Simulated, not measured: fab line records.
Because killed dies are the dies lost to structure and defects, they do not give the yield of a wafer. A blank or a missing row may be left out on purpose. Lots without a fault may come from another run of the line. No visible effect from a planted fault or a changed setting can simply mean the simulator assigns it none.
Which of the tools did it? || flow sky130 || at 1 step of a route of 708, 7 lots with 20 wafers sampled

== WHAT THE GAUGES SHOWED, per wafer ==
SKY_NWELL_THK_MEAS_02.
{"lot": "L367", "measured": "day 3 23:49", "on": "film metro-04", "NWELL_OXIDATION_THK (nm)": "10.40 10.07 10.35"}
{"lot": "L370", "measured": "day 4 08:20", "on": "film metro-02", "NWELL_OXIDATION_THK (nm)": "10.13 10.08 10.06"}
{"lot": "L373", "measured": "day 4 23:49", "on": "film metro-04", "NWELL_OXIDATION_THK (nm)": "10.30 10.23 10.13"}
{"lot": "L375", "measured": "day 5 04:01", "on": "film metro-03", "NWELL_OXIDATION_THK (nm)": "10.13 10.15 10.05"}
{"lot": "L377", "measured": "day 5 08:19", "on": "film metro-02", "NWELL_OXIDATION_THK (nm)": "10.19 10.30"}
{"lot": "L385", "measured": "day 6 19:50", "on": "film metro-02", "NWELL_OXIDATION_THK (nm)": "10.09 9.94 9.98"}
{"lot": "L388", "measured": "day 7 13:28", "on": "film metro-02", "NWELL_OXIDATION_THK (nm)": "10.34 10.08 10.31"}

== EACH LOT AND THE TOOL THAT RAN IT (in order: tool; ch and the chambers of the sampled wafers; start) ==
There is no process step in the record ahead of these readings.

== THE ANSWER, worked out from the rows above alone ==
Rule: usual is defined by the lots themselves. The widest of any qualifying gaps counts: lots, ordered by their means at a reading, are off when they make up no more than a third of the lots, leave a main group of 4 or more, and stand apart from it by 3 or more times the standard deviation of that group's means. A main group whose means are all the same, to the digits that the tables above print for the reading, isn't used. A lot without any number at a reading at which 4 lots or more have one is off too. Any other lot the step has rows for is counted as sound.
Nothing can be told from this: no lot is off at any reading shown.

== WHAT THE SIMULATOR HAD INSERTED ==
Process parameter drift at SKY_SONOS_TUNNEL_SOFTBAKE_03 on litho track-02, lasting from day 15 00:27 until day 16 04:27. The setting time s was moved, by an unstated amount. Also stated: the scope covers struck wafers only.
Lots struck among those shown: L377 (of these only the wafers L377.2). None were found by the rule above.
